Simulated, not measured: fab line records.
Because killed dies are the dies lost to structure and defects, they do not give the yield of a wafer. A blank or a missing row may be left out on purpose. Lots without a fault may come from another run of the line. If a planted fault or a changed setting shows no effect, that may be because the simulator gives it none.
2 desks looking at one fault    flow sky130    each desk has only its own numbers; what lay behind them comes last

== AT THE METROLOGY DESK ==
What the gauges read, lot by lot, whatever tool the lot ran on: means of the sampled wafers that have a number. Marked OUT: a lot whose mean sits more than 4 standard deviations from the usual mean, which makes it out of limits; the brackets give that distance.
Columns: A = LDD_N_OVL at SKY_LDD_N_OVL_MEAS_07, usual 0.0 nm
lot   first seen here  A
L602  day 18 19:56     -1.4
L604  day 19 09:41     -0.5
L612  day 22 10:32     1.2
L613  day 22 13:22     -1.6
L614  day 23 00:58     1.0
L623  day 26 02:09     -0.8
This desk's verdict: no lot among the 6 shows anything out of limits.

== TOOL OWNER'S DESK, implanter-02 ==
The tool's own readings at SKY_LDD_N_IMPLANT_14: means of the sampled wafers that have a number, for each lot that ran on this tool. Marked OUT: a lot whose mean sits more than 4 standard deviations from the usual mean, which makes it out of limits; the brackets give that distance.
Columns: A = dose_ions_cm2 at SKY_LDD_N_IMPLANT_14, usual 5e+12; B = faraday_current_uA at SKY_LDD_N_IMPLANT_14, usual 28.2
lot   first seen here  A                        B
L602  day 18 20:53     5e+12                    28.2
L612  day 22 11:32     7e+12 (+99 or more) OUT  41.7 (+24) OUT
L613  day 22 14:18     7e+12 (+99 or more) OUT  41.4 (+24) OUT
This desk's verdict: out of limits on L612, L613, starting with L612 at day 22 11:32 (dose_ions_cm2 at SKY_LDD_N_IMPLANT_14). L602: within limits.

== BROUGHT TOGETHER ==
The tool owner's desk could have raised an alarm at day 22 11:32, on L612, L613.
Nothing out of limits was seen by the metrology desk.
The metrology desk holds a record of L612, L613, inside its limits.
The lots listed all ran SKY_LDD_N_IMPLANT_14 on implanter-02.

== WHAT THE SIMULATOR HAD PUT IN ==
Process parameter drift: implanter-02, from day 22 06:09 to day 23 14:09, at SKY_LDD_N_IMPLANT_14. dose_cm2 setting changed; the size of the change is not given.
Lots struck among those shown: L612, L613.
How many hours passed from the start of the fault until each desk's first out-of-limits reading: the tool owner's desk, 5.
